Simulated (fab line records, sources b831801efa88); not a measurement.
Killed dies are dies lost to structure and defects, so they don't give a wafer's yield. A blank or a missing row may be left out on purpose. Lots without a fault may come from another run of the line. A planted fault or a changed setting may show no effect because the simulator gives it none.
Which tool did it? | flow gf180mcu | 12 lots, 36 wafers sampled, at 1 step of a route of 602

WHAT THE GAUGES READ, wafer by wafer
GF_MVSD_OVL_MEAS_07.
lot  | measured     | on         | MVSD_OVL (nm)
L075 | day 4 17:13  | overlay-01 | 0.3 1.6 -1.1
L077 | day 5 03:49  | overlay-02 | -0.8 -1.6 -2.3
L079 | day 5 15:46  | overlay-02 | -0.4 -2.6 -1.6
L081 | day 6 05:40  | overlay-02 | 0.2 -0.6 -1.4
L083 | day 6 17:20  | overlay-01 | -0.4 0.4 2.5
L085 | day 7 00:50  | overlay-02 | 0.7 -0.9 -0.2
L087 | day 7 14:07  | overlay-01 | 2.5 2.4 1.3
L089 | day 8 04:40  | overlay-01 | 3.9 0.5 0.9
L091 | day 8 13:22  | overlay-01 | 1.1 -0.1 -0.2
L093 | day 9 00:37  | overlay-02 | -1.2 1.3 0.6
L095 | day 9 13:07  | overlay-01 | 2.8 -0.4 2.3
L097 | day 10 00:07 | overlay-02 | -1.2 -1.1 -1.2

WHICH TOOL RAN EACH LOT (tool, then ch and the chambers of the sampled wafers, then the start)
The record holds no process step before these readings.

THE ANSWER, worked out from the rows above alone
Rule: what is usual is taken from the lots themselves. Put in order of their means at a reading, lots are off if they are a third of the lots or fewer, leave a main group of 4 or more, and stand apart from it by a gap of 3 or more times the standard deviation of the main group's means; of several such gaps the widest counts. A main group whose means are all the same, to the digits that the tables above print for the reading, isn't used. A lot without any number at a reading at which 4 lots or more have one is off too. The other lots that the step has rows for count as sound.
No lot is off at any reading shown: from this, nothing can be told.

WHAT THE SIMULATOR HAD PUT IN
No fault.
